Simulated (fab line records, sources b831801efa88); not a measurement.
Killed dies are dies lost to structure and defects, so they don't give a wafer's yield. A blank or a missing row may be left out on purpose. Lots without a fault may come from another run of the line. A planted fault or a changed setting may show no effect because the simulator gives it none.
fab line records | flow sky130
record lots=5 wafers=15 last_day=50
route steps=708 shown POLY_GATE@205 RES_PROTECT@206 LDD_N@237 LDD_LDN@303 POLY_CUT@318 PAD_OPEN@708
lots that met no fault: from a run of the same line without faults
start_h: hours from the record's first day to the start of the lot's first wafer shown | wait_h: hours since the lot's step before | " the same as in the row above | L1.1+2: a row that stands for several wafers | - no value, or no start given | * or withheld: withheld | < > ~ a bound
route shown NAME@n: a module of which the file shows steps, and the number in the route of the first | usual: mean/standard deviation of fault-free wafers | same: alike in all rows | chamber/n: place in a boat | sites: the reading at each site | _std_site: their standard deviation | _edge_site: outer sites' mean less inner sites' | radius_mm: how far each site lies from the wafer's centre | mask NAME#n: copy n | behind: the tool/chamber that last shaped the wafer | hold: why the lot was held/for how many hours/how that ended | device: the transistor (n, p or np) that didn't switch | end of line: the same wafers' tests at the end of the route | a step without rows: its recipe alone | killed: dies lost to structure and defects at the first sort, not the wafer's yield | map: a wafer's dies, x killed, . not, _ none there
set.NAME: the setting as run; set.NAME@STEP: as run at that earlier step | model.NAME: the simulator's own value behind a step, which no gauge read
lots at some steps of the route; a table a step, a row a wafer
services: from which hour (start_h, from the record's first day; less than 0 if before it) a tool's chamber was out of use, for how many hours, and why
## steps
# step SKY_POLY_GATE_THK_MEAS_01
# recipe reads=poly-Si_of_POLY_GATE_CVD_00
# usual POLY_GATE_CVD_00_THK=179.7/1.9
# columns lot.wafer tool chamber start_h wait_h POLY_GATE_CVD_00_THK[nm]
L838.2 film_metro-01 - 348.70 0.0 181.2
L838.3 " - " " 181.4
L838.5 " - " " 181.4
L847.1 film_metro-04 - 420.31 0.0 182.9
L847.4 " - " " 181.0
L847.6 " - " " 179.9
L848.1 film_metro-03 - 426.63 0.0 181.5
L848.2 " - " " 179.3
L848.4 " - " " 179.1
L851.1 film_metro-01 - 456.56 0.0 183.0
L851.2 " - " " 182.3
L851.5 " - " " 182.1
L857.2 film_metro-03 - 505.09 0.0 181.5
L857.5 " - " " 180.2
L857.6 " - " " 178.6
# step SKY_RES_PROTECT_DEHYDRATE_00
# recipe temp_c=200 time_s=60
# step SKY_RES_PROTECT_HMDS_01
# recipe prime_time_s=60 prime_temp_c=120
# step SKY_RES_PROTECT_COAT_02
# recipe resist=NOVOLAK spin_rpm=3000 resist_thk_nm=1140
# step SKY_RES_PROTECT_SOFTBAKE_03
# recipe temp_c=90 time_s=60 resist=NOVOLAK
# step SKY_RES_PROTECT_EXPOSE_04
# recipe mask_id=RPM na=0.6 source_shape=conventional sigma_outer=0.6 polarization=unpolarized target_cd_nm=1270 dose_mj=131
# step SKY_RES_PROTECT_PEB_05
# recipe temp_c=withheld time_s=* resist=NOVOLAK
# step SKY_RES_PROTECT_DEVELOP_06
# recipe resist=NOVOLAK developer=TMAH develop_time_s=60 dev_temp_c=23
# step SKY_POLY_GATE_IMPLANT_02
# recipe species=P energy_kev=30 dose_cm2=7.7e+15 tilt_deg=0
# step SKY_RES_PROTECT_STRIP_07
# recipe chemistry=O2/N2 power_w=1400 pressure_mtorr=1500 platen_temp_c=withheld o2_flow_sccm=3000 n2_flow_sccm=300 overash_fraction=0.5
# usual drypump_motor_current_A=5.9/0.39 n2_flow_sccm=300.0/0.91 oes_product_au=0.518/0.0047 strip_time_to_endpoint_s=23.30/0.048
# columns lot.wafer tool chamber start_h wait_h drypump_motor_current_A n2_flow_sccm oes_product_au rf_hours_counter_h strip_time_to_endpoint_s
L838.2 plasma_asher-04 0 376.77 0.1 5.4 297.5 0.517 71 23.29
L838.3 " 0 " " 5.4 299.2 0.528 - 23.22
L838.5 " 0 " " 5.4 298.4 0.510 - 23.29
L847.1 plasma_asher-02 0 451.73 0.1 6.4 299.8 0.517 61 23.28
L847.4 " 0 " " 6.4 298.4 0.514 - 23.27
L847.6 " 1 " " 5.8 299.9 0.520 - 23.32
L848.1 plasma_asher-03 1 457.67 0.1 5.4 299.5 0.518 77 23.29
L848.2 " 0 " " 6.3 301.3 0.519 77 23.29
L848.4 " 1 " " 5.4 299.7 0.520 - 23.30
L851.1 plasma_asher-03 0 487.37 0.1 6.3 299.2 0.518 79 23.30
L851.2 " 1 " " 5.4 300.3 0.516 79 23.28
L851.5 " 1 " " 5.4 299.7 0.518 - 23.27
L857.2 plasma_asher-03 0 535.73 0.1 6.3 300.3 0.518 85 23.23
L857.5 " 0 " " 6.3 299.8 0.525 - 23.29
L857.6 " 1 " " 5.4 300.4 0.527 - 23.31
# step SKY_RES_PROTECT_TW_MEAS_08
# usual POLY_GATE_TW=4028/22
# columns lot.wafer tool chamber start_h wait_h POLY_GATE_TW
L838.2 film_metro-04 - 376.88 0.1 4036
L838.3 " - " " 4029
L838.5 " - " " 4006
L847.1 film_metro-04 - 451.83 0.1 4051
L847.4 " - " " 4035
L847.6 " - " " 4056
L848.1 film_metro-03 - 457.77 0.1 4070
L848.2 " - " " 4060
L848.4 " - " " 4053
L851.1 film_metro-03 - 487.47 0.1 3994
L851.2 " - " " 3981
L851.5 " - " " 3986
L857.2 film_metro-04 - 535.84 0.1 4040
L857.5 " - " " 4053
L857.6 " - " " 4069
# step SKY_RES_PROTECT_CLEAN_09
# recipe chemistry=SC1/SC2 mix=1:4:20 temp_c=70 time_s=150 dry=n2_spin
# step SKY_POLY_GATE_CVD_03
# recipe material=Si3N4 precursor=DCS/NH3 target_thk_nm=75 temp_c=770 time_s=1290 pressure_mtorr=250
# usual spike_tc_bottom_C=787/3.6 spike_tc_lower_C=770.1/1.3 zone_power_bottom_pct=19.0/0.7
# columns lot.wafer tool chamber start_h wait_h spike_tc_bottom_C spike_tc_lower_C zone_power_bottom_pct model.Si3N4_of_POLY_GATE_CVD_03.thk_nm
L838.2 lpcvd-02 0 378.48 1.5 781 769.5 19.8 98.24
L838.3 " 0 " " 782 769.4 20.2 98.89
L838.5 " 0 " " 779 769.5 20.3 98.84
L847.1 lpcvd-02 1 451.94 0.0 790 770.0 18.9 75.79
L847.4 " 1 " " 789 771.3 18.7 75.75
L847.6 " 1 " " 789 770.3 18.6 75.35
L848.1 lpcvd-02 1 458.23 0.3 790 770.7 18.7 74.93
L848.2 " 1 " " 787 769.7 18.4 74.93
L848.4 " 1 " " 790 771.8 18.4 74.85
L851.1 lpcvd-02 1 487.88 0.3 790 770.1 18.4 73.88
L851.2 " 1 " " 790 771.1 18.9 74.22
L851.5 " 1 " " 788 770.7 18.6 73.32
L857.2 lpcvd-02 1 535.94 0.0 790 771.0 18.5 74.43
L857.5 " 1 " " 789 771.8 18.7 74.56
L857.6 " 1 " " 788 770.5 18.5 74.43
# step SKY_POLY_GATE_THK_MEAS_04
# recipe reads=Si3N4_of_POLY_GATE_CVD_03
# usual POLY_GATE_CVD_03_THK=75.0/0.7
# columns lot.wafer tool chamber start_h wait_h POLY_GATE_CVD_03_THK[nm]
L838.2 film_metro-04 - 379.85 0.0 98.3
L838.3 " - " " 98.9
L838.5 " - " " 98.9
L847.1 film_metro-01 - 453.30 0.0 75.8
L847.4 " - " " 75.8
L847.6 " - " " 75.4
L848.1 film_metro-03 - 459.59 0.0 75.0
L848.2 " - " " 74.9
L848.4 " - " " 74.9
L851.1 film_metro-04 - 489.91 0.0 73.8
L851.2 " - " " 74.2
L851.5 " - " " 73.3
L857.2 film_metro-03 - 537.99 0.0 74.5
L857.5 " - " " 74.5
L857.6 " - " " 74.4
# step SKY_POLY_GATE_DEHYDRATE_05
# recipe temp_c=200 time_s=60
# step SKY_POLY_GATE_HMDS_06
# recipe prime_time_s=60 prime_temp_c=120
# step SKY_POLY_GATE_COAT_07
# recipe resist=BARC temp_c=withheld time_s=withheld spin_rpm=3000 resist_thk_nm=110
# step SKY_POLY_GATE_COAT_08
# recipe resist=KrF-thick spin_rpm=3000 resist_thk_nm=450
# step SKY_POLY_GATE_SOFTBAKE_09
# recipe temp_c=100 time_s=90 resist=KrF-thick
# step SKY_POLY_GATE_EXPOSE_10
# recipe mask_id=P1M na=0.68 source_shape=conventional sigma_outer=0.6 target_cd_nm=150 dose_mj=28
# step SKY_POLY_GATE_PEB_11
# recipe peb_temp_c=withheld peb_time_s=withheld resist=KrF-thick
# step SKY_POLY_GATE_DEVELOP_12
# recipe develop_time_s=60 resist=KrF-thick dev_temp_c=21
# step SKY_POLY_GATE_CD_MEAS_13
# recipe target_cd_nm=150
# usual cd_nm=150.0/1.3
# columns lot.wafer tool chamber start_h wait_h cd_nm
L838.2 cd_sem-02 - 409.60 - 150.7
L838.3 " - " " 150.8
L838.5 " - " " 151.2
L847.1 cd_sem-01 - 484.22 - 151.8
L847.4 " - " " 152.8
L847.6 " - " " 152.4
L848.1 cd_sem-02 - 490.78 - 148.3
L848.2 " - " " 148.9
L848.4 " - " " 149.3
L851.1 cd_sem-01 - 520.93 - 149.5
L851.2 " - " " 149.0
L851.5 " - " " 150.0
L857.2 cd_sem-01 - 568.49 - 151.8
L857.5 " - " " 152.2
L857.6 " - " " 151.2
# step SKY_POLY_GATE_OVL_MEAS_14
# usual POLY_GATE_OVL=2/4.6
# columns lot.wafer tool chamber start_h wait_h POLY_GATE_OVL[nm]
L838.2 overlay-01 - 409.71 0.1 11
L838.3 " - " " 12
L838.5 " - " " 11
L847.1 overlay-02 - 484.34 0.1 3
L847.4 " - " " 3
L847.6 " - " " 7
L848.1 overlay-02 - 490.90 0.1 4
L848.2 " - " " -1
L848.4 " - " " 4
L851.1 overlay-01 - 521.05 0.1 4
L851.2 " - " " -1
L851.5 " - " " 0
L857.2 overlay-01 - 568.59 0.1 6
L857.5 " - " " 12
L857.6 " - " " 8
# step SKY_POLY_GATE_ETCH_15
# recipe chemistry=N2/H2 target=BARC ion_energy_ev=200 source_w=500 bias_w=100 pressure_mtorr=30 n2_flow_sccm=100 h2_flow_sccm=200 stop_on=SiO2 time_s=118.5 target_depth_a=1100
# usual drypump_motor_current_A=5.7/0.41 n2_flow_sccm=100.0/0.3 oes_product_au=0.717/0.005 rf_fwd_power_W=497.7/1.5 throttle_valve_pct=13.214/0.0096
# columns lot.wafer tool chamber start_h wait_h drypump_motor_current_A n2_flow_sccm oes_product_au rf_fwd_power_W rf_hours_counter_h throttle_valve_pct
L838.2 rie_diel-01 0 409.74 0.0 5.6 100.2 0.716 496.7 105 13.210
L838.3 " 1 " " 6.0 99.9 0.718 497.4 2 13.210
L838.5 " 2 " " 5.7 100.6 0.711 499.2 - 13.198
L847.1 rie_diel-03 3 484.37 0.0 5.4 99.4 0.717 496.1 30 13.224
L847.4 " 1 " " 5.4 99.7 0.708 496.8 1 13.236
L847.6 " 1 " " 5.4 100.1 0.713 495.8 - 13.210
L848.1 rie_diel-01 0 490.94 0.0 5.7 99.8 0.718 498.1 1 13.212
L848.2 " 1 " " 6.0 99.9 0.719 498.6 4 13.206
L848.4 " 2 " " 5.7 100.5 0.716 499.3 - 13.224
L851.1 rie_diel-04 2 521.09 0.0 5.1 99.7 0.710 497.9 14 13.214
L851.2 " 1 " " 5.6 100.3 0.717 498.0 5 13.221
L851.5 " 0 " " 6.0 99.9 0.716 498.1 - 13.218
L857.2 rie_diel-04 0 568.62 0.0 6.1 99.6 0.715 500.7 9 13.218
L857.5 " 1 " " 5.5 99.7 0.715 497.7 - 13.220
L857.6 " 0 " " 6.1 99.9 0.706 498.9 - 13.225
# step SKY_POLY_GATE_ETCH_16
# recipe stop_on=poly-Si chemistry=CH3F/O2 target=Si3N4 source_w=400 bias_w=77.86 pressure_mtorr=25 ch3f_flow_sccm=40 O2_flow_sccm=30 time_s=147.5 target_depth_a=750
# usual drypump_motor_current_A=5.6/0.41 oes_product_au=0.641/0.0051 rf_fwd_power_W=398.6/1.4 throttle_valve_pct=10.533/0.0096
# columns lot.wafer tool chamber start_h wait_h drypump_motor_current_A oes_product_au rf_fwd_power_W rf_hours_counter_h throttle_valve_pct model.etch.depth_nm
L838.2 rie_diel-01 0 409.82 0.0 5.7 0.724 398.1 105 10.545 98.24
L838.3 " 1 " " 6.0 0.729 398.5 2 10.530 98.89
L838.5 " 2 " " 5.7 0.722 400.0 - 10.522 98.84
L847.1 rie_diel-03 3 484.45 0.0 5.4 0.636 398.4 30 10.556 75.79
L847.4 " 1 " " 5.4 0.642 397.7 1 10.509 75.75
L847.6 " 1 " " 5.4 0.640 397.5 - 10.523 75.35
L848.1 rie_diel-01 0 491.02 0.0 5.6 0.639 399.1 1 10.530 74.93
L848.2 " 1 " " 6.0 0.639 400.6 4 10.538 74.93
L848.4 " 2 " " 5.7 0.643 399.3 - 10.532 74.85
L851.1 rie_diel-04 2 521.17 0.0 5.0 0.637 397.1 14 10.538 73.88
L851.2 " 1 " " 5.6 0.638 398.1 5 10.529 74.22
L851.5 " 0 " " 6.1 0.636 399.9 - 10.543 73.32
L857.2 rie_diel-04 0 568.70 0.0 6.1 0.644 399.8 9 10.529 74.43
L857.5 " 1 " " 5.5 0.644 397.1 - 10.539 74.56
L857.6 " 0 " " 6.1 0.644 399.9 - 10.538 74.43
# step SKY_POLY_GATE_ETCH_17
# recipe target_depth_nm=180 stop_on=SiO2 over_etch_frac=0.56667 chemistry=HBr/Cl2 target=poly-Si icp_w=400 bias_w=100 pressure_mtorr=10 HBr_flow_sccm=150 Cl2_flow_sccm=50 time_s=70.5
# usual HBr_flow_sccm=150.0/0.48 drypump_motor_current_A=5.9/0.46 oes_product_au=0.982/0.008 rf_fwd_power_W=397.2/1.4 throttle_valve_pct=33.684/0.0086
# same over_etch_frac=0.56667
# columns lot.wafer tool chamber start_h wait_h HBr_flow_sccm drypump_motor_current_A oes_product_au rf_fwd_power_W rf_hours_counter_h throttle_valve_pct
L838.2 rie_si-02 0 409.92 0.0 150.9 5.4 0.992 395.7 2 33.680
L838.3 " 3 " " 149.3 5.7 0.972 398.6 4 33.683
L838.5 " 2 " " 149.7 6.6 0.978 398.5 - 33.680
L847.1 rie_si-02 1 484.55 0.0 150.3 6.6 0.986 397.0 0 33.676
L847.4 " 2 " " 149.5 6.6 0.958 398.3 7 33.695
L847.6 " 1 " " 149.9 6.6 0.978 396.1 - 33.680
L848.1 rie_si-01 1 491.12 0.0 150.8 5.7 0.977 397.2 2 33.696
L848.2 " 0 " " 150.0 5.4 0.975 395.2 1 33.691
L848.4 " 2 " " 150.3 5.5 0.982 397.1 52 33.696
L851.1 rie_si-02 3 521.27 0.0 150.5 5.7 0.990 397.9 5 33.691
L851.2 " 0 " " 149.0 5.4 0.995 397.6 3 33.693
L851.5 " 2 " " 150.6 6.6 0.983 397.8 - 33.683
L857.2 rie_si-02 1 568.80 0.0 150.1 6.6 0.987 398.3 0 33.693
L857.5 " 1 " " 149.7 6.6 0.988 397.1 - 33.685
L857.6 " 2 " " 149.9 6.5 0.977 398.1 - 33.685
# step SKY_POLY_GATE_STRIP_18
# recipe chemistry=O2/N2 power_w=1400 pressure_mtorr=1500 platen_temp_c=withheld o2_flow_sccm=3000 n2_flow_sccm=300 overash_fraction=0.5
# usual drypump_motor_current_A=5.6/0.38 n2_flow_sccm=300.1/0.8 oes_product_au=0.362/0.0044 strip_time_to_endpoint_s=3.19/0.031
# columns lot.wafer tool chamber start_h wait_h drypump_motor_current_A n2_flow_sccm oes_product_au rf_hours_counter_h strip_time_to_endpoint_s
L838.2 plasma_asher-04 1 409.98 0.0 5.8 298.3 0.370 74 3.18
L838.3 " 1 " " 5.8 298.2 0.361 - 3.21
L838.5 " 0 " " 5.4 301.9 0.361 - 3.18
L847.1 plasma_asher-01 0 484.61 0.0 5.0 301.3 0.365 37 3.20
L847.4 " 0 " " 5.0 300.9 0.361 - 3.26
L847.6 " 1 " " 5.6 299.3 0.363 - 3.24
L848.1 plasma_asher-03 1 491.18 0.0 5.4 298.9 0.361 80 3.17
L848.2 " 0 " " 6.3 301.1 0.365 80 3.17
L848.4 " 0 " " 6.3 299.6 0.368 - 3.19
L851.1 plasma_asher-03 1 521.33 0.0 5.4 299.4 0.361 83 3.22
L851.2 " 0 " " 6.3 299.4 0.361 83 3.21
L851.5 " 1 " " 5.4 300.5 0.368 - 3.25
L857.2 plasma_asher-04 0 568.86 0.0 5.4 301.7 0.365 14 3.25
L857.5 " 1 " " 5.8 301.2 0.359 - 3.19
L857.6 " 0 " " 5.4 298.9 0.365 - 3.23
# step SKY_POLY_GATE_CLEAN_19
# recipe chemistry=SC1/SC2 mix=1:4:20 temp_c=70 time_s=150 dry=n2_spin
# step SKY_POLY_GATE_OXIDATION_20
# recipe temp_c=853.1 ambient=O2 stabilise_s=600 purge_s=300 target_thk_a=40 ox_time_s=899
# step SKY_POLY_GATE_THK_MEAS_21
# recipe reads=SiO2_of_POLY_GATE_OXIDATION_20
# usual POLY_GATE_OXIDATION_THK=4.17/0.086
# columns lot.wafer tool chamber start_h wait_h POLY_GATE_OXIDATION_THK[nm]
L838.2 film_metro-01 - 411.79 0.0 4.05
L838.3 " - " " 4.03
L838.5 " - " " 4.04
L847.1 film_metro-03 - 486.01 0.0 4.24
L847.4 " - " " 4.14
L847.6 " - " " 4.21
L848.1 film_metro-03 - 492.58 0.0 4.00
L848.2 " - " " 4.09
L848.4 " - " " 4.14
L851.1 film_metro-04 - 522.73 0.0 4.22
L851.2 " - " " 4.22
L851.5 " - " " 4.24
L857.2 film_metro-04 - 570.27 0.0 4.33
L857.5 " - " " 4.28
L857.6 " - " " 4.29
# step SKY_POLY_GATE_CD_MEAS_22
# usual cd_nm=150.2/2.4
# columns lot.wafer tool chamber start_h wait_h cd_nm
L838.2 cd_sem-01 - 411.87 0.1 151.5
L838.3 " - " " 152.6
L838.5 " - " " 152.8
L847.1 cd_sem-02 - 486.07 0.1 149.7
L847.4 " - " " 152.0
L847.6 " - " " 150.3
L848.1 cd_sem-01 - 492.64 0.1 147.8
L848.2 " - " " 149.3
L848.4 " - " " 149.3
L851.1 cd_sem-02 - 522.79 0.1 150.4
L851.2 " - " " 151.2
L851.5 " - " " 149.8
L857.2 cd_sem-01 - 570.35 0.1 150.3
L857.5 " - " " 153.2
L857.6 " - " " 151.2
# step SKY_LDD_N_DEHYDRATE_00
# recipe temp_c=200 time_s=60
# step SKY_LDD_N_HMDS_01
# recipe prime_time_s=60 prime_temp_c=120
# step SKY_LDD_N_COAT_02
# recipe resist=NOVOLAK spin_rpm=3000 resist_thk_nm=300
# step SKY_LDD_N_SOFTBAKE_03
# recipe temp_c=90 time_s=60 resist=NOVOLAK
# step SKY_LDD_N_EXPOSE_04
# recipe mask_id=NTM target_cd_nm=840 na=0.6 source_shape=conventional sigma_outer=0.6 dose_mj=110
# step SKY_LDD_N_PEB_05
# recipe temp_c=withheld time_s=* resist=NOVOLAK
# step SKY_LDD_N_DEVELOP_06
# recipe develop_time_s=60 dev_temp_c=23
# step SKY_LDD_N_OVL_MEAS_07
# usual LDD_N_OVL=1.3/1.5
# columns lot.wafer tool chamber start_h wait_h LDD_N_OVL[nm]
L838.2 overlay-01 - 442.33 0.1 1.0
L838.3 " - " " 1.0
L838.5 " - " " 0.4
L847.1 overlay-01 - 517.17 0.1 2.5
L847.4 " - " " 3.1
L847.6 " - " " 0.1
L848.1 overlay-02 - 522.73 0.1 2.5
L848.2 " - " " 3.1
L848.4 " - " " 3.4
L851.1 overlay-01 - 552.98 0.1 1.7
L851.2 " - " " 3.5
L851.5 " - " " 3.4
L857.2 overlay-02 - 599.73 0.1 2.7
L857.5 " - " " 2.9
L857.6 " - " " 1.7
# step SKY_LDD_N_IMPLANT_08
# recipe species=As energy_kev=20 dose_cm2=7.5e+13 tilt_deg=withheld rotation_deg=23
# step SKY_LDD_N_IMPLANT_09
# recipe species=As energy_kev=20 dose_cm2=7.5e+13 tilt_deg=withheld rotation_deg=113
# step SKY_LDD_LDN_CLEAN_14
# recipe chemistry=SC1/SC2 mix=1:4:20 temp_c=70 time_s=150 dry=n2_spin
# usual bath_heat_duty_pct=13.4/1.1
# columns lot.wafer tool chamber start_h wait_h bath_heat_duty_pct model.Si3N4_of_POLY_GATE_CVD_03.thk_nm
L838.2 wet_bench-04 2 568.17 0.0 11.3 98.11
L838.3 " 2 " " 10.6 98.76
L838.5 " 2 " " 11.1 98.71
L847.1 wet_bench-03 3 638.98 0.1 12.2 75.65
L847.4 " 3 " " 12.1 75.61
L847.6 " 3 " " 14.1 75.21
L848.1 wet_bench-03 1 642.53 0.1 13.9 74.8
L848.2 " 1 " " 13.4 74.79
L848.4 " 1 " " 13.4 74.71
L851.1 wet_bench-03 2 672.33 0.1 13.6 73.75
L851.2 " 2 " " 14.3 74.08
L851.5 " 2 " " 13.0 73.18
L857.2 wet_bench-03 0 715.62 0.0 15.7 74.29
L857.5 " 0 " " 13.8 74.43
L857.6 " 0 " " 15.5 74.29
# step SKY_POLY_CUT_ETCH_11
# recipe target=Si3N4 chemistry=CF4/CH2F2/Ar stop_on=poly-Si source_w=600 bias_w=150 pressure_mtorr=40 cf4_flow_sccm=40 ch2f2_flow_sccm=20 Ar_flow_sccm=150 time_s=42.5 target_depth_a=600
# usual ch2f2_flow_sccm=20.00/0.068 drypump_motor_current_A=5.6/0.41 oes_product_au=0.829/0.0061 rf_fwd_power_W=593.8/2.3 throttle_valve_pct=14.993/0.0084
# columns lot.wafer tool chamber start_h wait_h ch2f2_flow_sccm drypump_motor_current_A oes_product_au rf_fwd_power_W rf_hours_counter_h throttle_valve_pct model.etch.depth_nm model.POLY_CUT.feature_depth_nm
L838.2 rie_diel-04 0 600.03 0.0 20.07 6.1 0.971 595.2 10 15.018 81.22 81.22
L838.3 " 2 " " 20.09 5.0 0.979 590.8 15 14.996 81.79 81.79
L838.5 " 1 " " 19.95 5.5 0.959 596.2 - 15.013 81.53 81.53
L847.1 rie_diel-04 0 668.12 0.0 20.08 6.1 0.832 593.2 12 15.001 62.71 62.71
L847.4 " 3 " " 19.95 6.1 0.835 591.1 18 14.986 62.97 62.97
L847.6 " 0 " " 20.05 6.1 0.839 597.1 - 14.994 62.29 62.29
L848.1 rie_diel-04 1 673.12 0.0 19.92 5.5 0.834 594.2 8 15.012 62.01 62.01
L848.2 " 0 " " 19.94 6.1 0.827 597.3 12 14.991 61.68 61.68
L848.4 " 2 " " 19.97 5.0 0.825 590.5 17 14.992 61.77 61.77
L851.1 rie_diel-04 0 702.03 0.0 20.05 6.1 0.821 597.5 12 14.982 60.73 60.73
L851.2 " 1 " " 20.10 5.5 0.832 590.8 8 14.978 61.42 61.42
L851.5 " 1 " " 19.97 5.5 0.825 596.2 - 14.992 60.81 60.81
L857.2 rie_diel-04 2 744.87 0.0 20.03 5.0 0.821 590.8 19 14.979 61.59 61.59
L857.5 " 3 " " 20.05 6.1 0.823 589.5 - 14.986 61.66 61.66
L857.6 " 0 " " 20.02 6.1 0.828 596.9 - 14.980 61.59 61.59
# step SKY_PAD_OPEN_PROBE_99
# columns lot.wafer tool chamber start_h wait_h model.etest.licon_poly.rc_ohm model.etest.cap_li_to_poly.c_af_um2
L838.2 prober-01 - 1101.41 0.1 144.1 99.9
L838.3 prober-01 - 1101.46 0.2 146.5 99.16
L838.5 prober-01 - 1101.56 0.2 147.2 100.2
L847.1 prober-02 - 1150.57 0.1 150.5 100.6
L847.4 prober-02 - 1150.72 0.2 163 99.72
L847.6 prober-02 - 1150.82 0.2 160 96.36
L848.1 prober-01 - 1154.89 0.1 154.3 100.1
L848.2 prober-01 - 1154.94 0.1 155.6 99.27
L848.4 prober-01 - 1155.04 0.2 150 99.58
L851.1 prober-02 - 1171.34 0.1 152.9 96.52
L851.2 prober-02 - 1171.39 0.1 155.3 101.5
L851.5 prober-02 - 1171.54 0.2 152.3 98.84
L857.2 prober-02 - 1199.54 0.1 148.2 96.46
L857.5 prober-02 - 1199.69 0.2 150.3 98.55
L857.6 prober-02 - 1199.74 0.2 147.6 96.69
# killed by level:class
L847.1 CONTACT:geometric_particle:open=8 VIA1:geometric_particle:open=7 METAL1:geometric_particle:short=7 VIA1:geometric_particle:short=7 VIA3:geometric_particle:open=7 METAL2:geometric_particle:short=6 LI_CONTACT:geometric_particle:open=6 CONTACT:geometric_particle:short=5
L847.4 VIA1:geometric_particle:open=11 CONTACT:geometric_particle:open=9 VIA1:geometric_particle:short=8 VIA3:geometric_particle:open=7 METAL1:geometric_particle:short=7 VIA2:geometric_particle:open=7 FIELD_ISO:geometric_particle:open=6 METAL2:geometric_particle:short=6
L847.6 VIA1:geometric_particle:open=10 METAL2:geometric_particle:short=8 VIA3:geometric_particle:open=7 CONTACT:geometric_particle:open=4 VIA2:geometric_particle:open=4 VIA2:geometric_particle:short=4 FIELD_ISO:geometric_particle:short=3 FIELD_ISO:geometric_particle:open=3
L848.1 VIA1:geometric_particle:open=9 VIA3:geometric_particle:open=8 LI_CONTACT:geometric_particle:open=5 METAL2:geometric_particle:short=4 CONTACT:geometric_particle:open=4 FIELD_ISO:geometric_particle:short=3 CONTACT:geometric_particle:short=3 METAL1:geometric_particle:short=3
L848.2 CONTACT:geometric_particle:open=12 LI_CONTACT:geometric_particle:open=9 METAL2:geometric_particle:short=6 VIA1:geometric_particle:open=6 VIA2:geometric_particle:open=5 FIELD_ISO:geometric_particle:open=4 POLY_GATE:geometric_particle:open=4 VIA3:geometric_particle:open=4
L848.4 VIA1:geometric_particle:open=11 LI_CONTACT:geometric_particle:open=9 VIA1:geometric_particle:short=8 VIA3:geometric_particle:open=7 METAL2:geometric_particle:short=7 CONTACT:geometric_particle:open=6 METAL1:geometric_particle:short=6 LI_CONTACT:geometric_particle:short=4
L851.1 VIA1:geometric_particle:open=10 CONTACT:geometric_particle:open=8 VIA2:geometric_particle:open=8 LI_CONTACT:geometric_particle:open=6 VIA1:geometric_particle:short=6 FIELD_ISO:geometric_particle:open=4 FIELD_ISO:geometric_particle:short=4 METAL1:geometric_particle:short=4
L851.2 LI_CONTACT:geometric_particle:open=10 CONTACT:geometric_particle:open=8 METAL2:geometric_particle:short=7 VIA2:geometric_particle:open=7 VIA3:geometric_particle:open=7 VIA1:geometric_particle:open=6 LI_CONTACT:geometric_particle:short=5 VIA1:geometric_particle:short=5
L851.5 VIA1:geometric_particle:open=15 VIA1:geometric_particle:short=9 METAL2:geometric_particle:short=7 METAL1:geometric_particle:short=6 VIA2:geometric_particle:open=6 CONTACT:geometric_particle:open=5 METAL1:geometric_particle:open=5 CONTACT:geometric_particle:short=4
L857.2 VIA1:geometric_particle:open=10 VIA3:geometric_particle:open=8 VIA2:geometric_particle:open=7 METAL2:geometric_particle:short=6 LI_CONTACT:geometric_particle:open=5 CONTACT:geometric_particle:open=5 VIA3:geometric_particle:short=5 VIA2:geometric_particle:short=4
L857.5 CONTACT:geometric_particle:open=11 LI_CONTACT:geometric_particle:open=9 LOCAL_INTERCONNECT:geometric_particle:short=8 VIA1:geometric_particle:open=8 VIA2:geometric_particle:open=6 FIELD_ISO:geometric_particle:open=4 VIA1:geometric_particle:short=4 METAL1:geometric_particle:short=4
L857.6 VIA1:geometric_particle:open=12 CONTACT:geometric_particle:open=11 VIA2:geometric_particle:open=8 CONTACT:geometric_particle:short=6 POLY_GATE:geometric_particle:short=5 LI_CONTACT:geometric_particle:open=5 METAL1:geometric_particle:short=5 VIA3:geometric_particle:short=5
## services
# columns tool chamber start_h hours kind
rie_diel-04 1 401.89 6.1 repair
rie_diel-04 - 402.33 10.0 pm
plasma_asher-04 - 421.25 9.0 pm
lpcvd-02 - 423.83 2.8 pm
rie_diel-01 2 433.16 10.9 repair
rie_diel-01 1 442.15 5.7 repair
rie_diel-04 3 460.77 9.6 repair
rie_diel-01 3 489.02 17.6 repair
rie_si-02 1 523.09 5.9 repair
wet_bench-03 - 525.42 5.8 repair
rie_si-02 - 575.46 0.5 repair
rie_diel-04 3 580.80 5.7 repair
rie_diel-04 1 608.30 4.7 repair
rie_diel-01 3 610.31 2.6 repair
plasma_asher-04 - 629.81 3.6 repair
rie_diel-04 1 647.15 1.8 repair
lpcvd-02 - 658.28 6.0 pm
rie_diel-01 1 658.91 12.7 repair
rie_diel-01 2 685.24 14.9 repair
plasma_asher-03 - 686.24 0.8 repair
rie_si-02 - 693.29 0.9 repair
plasma_asher-03 - 711.85 7.6 repair
rie_diel-04 3 727.87 2.7 repair
plasma_asher-03 - 733.75 9.0 pm
## key
first_sign step=SKY_POLY_GATE_THK_MEAS_04 reading=POLY_GATE_CVD_03_THK direction=up sigmas=34 usual=75.0 struck=98.7
effect step=SKY_POLY_GATE_ETCH_16 reading=oes_product_au direction=up sigmas=16 usual=0.641 struck=0.725
effect step=SKY_POLY_CUT_ETCH_11 reading=oes_product_au direction=up sigmas=23 usual=0.829 struck=0.970
model_effect step=SKY_POLY_GATE_CVD_03 value=Si3N4_of_POLY_GATE_CVD_03.thk_nm without=76.17 struck=98.66
model_effect step=SKY_POLY_GATE_ETCH_16 value=etch.depth_nm without=76.17 struck=98.66
model_effect step=SKY_LDD_LDN_CLEAN_14 value=Si3N4_of_POLY_GATE_CVD_03.thk_nm without=76.03 struck=98.52
model_effect step=SKY_POLY_CUT_ETCH_11 value=etch.depth_nm without=62.91 struck=81.51
model_effect step=SKY_PAD_OPEN_PROBE_99 value=etest.licon_poly.rc_ohm without=154.5 struck=146
met_at SKY_POLY_GATE_CVD_03
struck_wafers L838.2,L838.3,L838.5
sort_left_out L838.2,L838.3,L838.5
tester_left_out L838
also_fits SKY_RES_PROTECT_STRIP_07:plasma_asher-04
fault kind=process_parameter_drift tool=lpcvd-02 chamber=0 onset_h=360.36 steps=SKY_POLY_GATE_CVD_03 channel=target_thk_nm offset=22.49 shape=step end_h=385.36 acts_in=these_recipes_only stated=75
# tester_left_out: of these lots the tester's yield and bins aren't shown, on N5 and GAA mostly nor the transistor test; their killed dies are dies lost to structure and defects alone, not to doping, threshold or leakage, so they don't give the yield
# sort_left_out: the simulated sort isn't trusted on such a fault, so these wafers' sort isn't shown, and their yield isn't known
